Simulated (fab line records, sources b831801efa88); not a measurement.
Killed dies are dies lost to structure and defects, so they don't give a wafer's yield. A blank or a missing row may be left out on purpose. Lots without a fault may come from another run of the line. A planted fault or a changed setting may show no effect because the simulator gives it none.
Which tool did it? | flow sky130 | 11 lots, 33 wafers sampled, at 4 steps of a route of 708

WHAT THE GAUGES READ, wafer by wafer
SKY_SD_N_RS_MEAS_16: measures by four-point-probe.
lot  | measured     | on            | SD_N_RS (ohm/sq)
L312 | day 27 20:28 | film_metro-03 | 68.63 68.65 68.69
L313 | day 28 03:36 | film_metro-03 | 68.53 68.51 68.51
L316 | day 29 12:25 | film_metro-04 | 68.77 68.65 68.65
L318 | day 29 19:22 | film_metro-03 | 68.36 68.61 68.59
L320 | day 31 07:15 | film_metro-04 | 68.65 68.74 68.57
L324 | day 32 00:40 | film_metro-01 | 68.66 68.63 68.67
L327 | day 32 22:15 | film_metro-01 | 68.71 68.68 68.70
L331 | day 34 17:30 | film_metro-04 | 68.78 68.81 68.80
L333 | day 34 17:22 | film_metro-01 | 72.04 71.96 71.87
L334 | day 34 23:49 | film_metro-03 | 71.82 71.87 72.05
L335 | day 35 08:42 | film_metro-01 | 68.82 68.69 68.70

WHICH TOOL RAN EACH LOT (tool, then ch and the chambers of the sampled wafers, then the start)
lot  | SKY_SPACER_ETCHBACK_02             | SKY_POLY_CUT_ETCH_10               | SKY_SD_N_RTA_14
L312 | rie_diel-04 ch 1,2,3, day 22 21:16 | rie_diel-04 ch 0,1,2, day 24 03:40 | rtp_anneal-02 ch 0, day 27 20:17
L313 | rie_diel-03 ch 0,2,3, day 23 04:17 | rie_diel-04 ch 1,2, day 24 10:29   | rtp_anneal-01 ch 0, day 28 03:26
L316 | rie_diel-01 ch 0,1,2, day 24 15:56 | rie_diel-02 ch 0,1,3, day 25 21:37 | rtp_anneal-02 ch 0, day 29 12:14
L318 | rie_diel-01 ch 1,2, day 24 23:37   | rie_diel-03 ch 0,2,3, day 26 04:49 | rtp_anneal-01 ch 0, day 29 19:11
L320 | rie_diel-03 ch 0,1,2, day 26 14:03 | rie_diel-03 ch 1,3, day 27 19:07   | rtp_anneal-02 ch 0, day 31 07:05
L324 | rie_diel-03 ch 0,2,3, day 27 08:43 | rie_diel-03 ch 1,2,3, day 28 13:10 | rtp_anneal-02 ch 0, day 32 00:29
L327 | rie_diel-03 ch 0,2,3, day 28 07:16 | rie_diel-03 ch 1,2, day 29 11:25   | rtp_anneal-01 ch 0, day 32 22:03
L331 | rie_diel-01 ch 0,1,3, day 30 04:13 | rie_diel-04 ch 0,1,2, day 31 08:47 | rtp_anneal-01 ch 0, day 34 17:20
L333 | rie_diel-04 ch 0,1,2, day 30 04:13 | rie_diel-03 ch 1,2,3, day 31 08:10 | rtp_anneal-02 ch 0, day 34 17:11
L334 | rie_diel-04 ch 0,1,2, day 30 11:29 | rie_diel-02 ch 1,2,3, day 31 14:49 | rtp_anneal-02 ch 0, day 34 23:38
L335 | rie_diel-03 ch 0,3, day 30 18:58   | rie_diel-02 ch 0,2, day 31 22:43   | rtp_anneal-01 ch 0, day 35 08:32
- SKY_SPACER_ETCHBACK_02: etches Si3N4 in CH3F/O2, stops on SiO2, time 46.7 s, target depth 45 nm.
- SKY_POLY_CUT_ETCH_10: etches BARC in N2/H2, stops on SiO2, time 45.9 s, target depth 60 nm.
- SKY_SD_N_RTA_14: time 2 s.

THE ANSWER, worked out from the rows above alone
Rule: what is usual is taken from the lots themselves. Put in order of their means at a reading, lots are off if they are a third of the lots or fewer, leave a main group of 4 or more, and stand apart from it by a gap of 3 or more times the standard deviation of the main group's means; of several such gaps the widest counts. A main group whose means are all the same, to the digits that the tables above print for the reading, isn't used. A lot without any number at a reading at which 4 lots or more have one is off too. The other lots that the step has rows for count as sound.
Off: L333, L334, at SKY_SD_N_RS_MEAS_16 (SD_N_RS). The main group: mean 68.66 ohm/sq, standard deviation 0.086.
A tool fits if, at a process step before that reading, it ran every lot that is off, and no sound lot after the first of them. The gauges at SKY_SD_N_RS_MEAS_16 are tried like those tools. Can't be told from this: 2 tools fit, rie_diel-04 at SKY_SPACER_ETCHBACK_02, rtp_anneal-02 at SKY_SD_N_RTA_14.

WHAT THE SIMULATOR HAD PUT IN
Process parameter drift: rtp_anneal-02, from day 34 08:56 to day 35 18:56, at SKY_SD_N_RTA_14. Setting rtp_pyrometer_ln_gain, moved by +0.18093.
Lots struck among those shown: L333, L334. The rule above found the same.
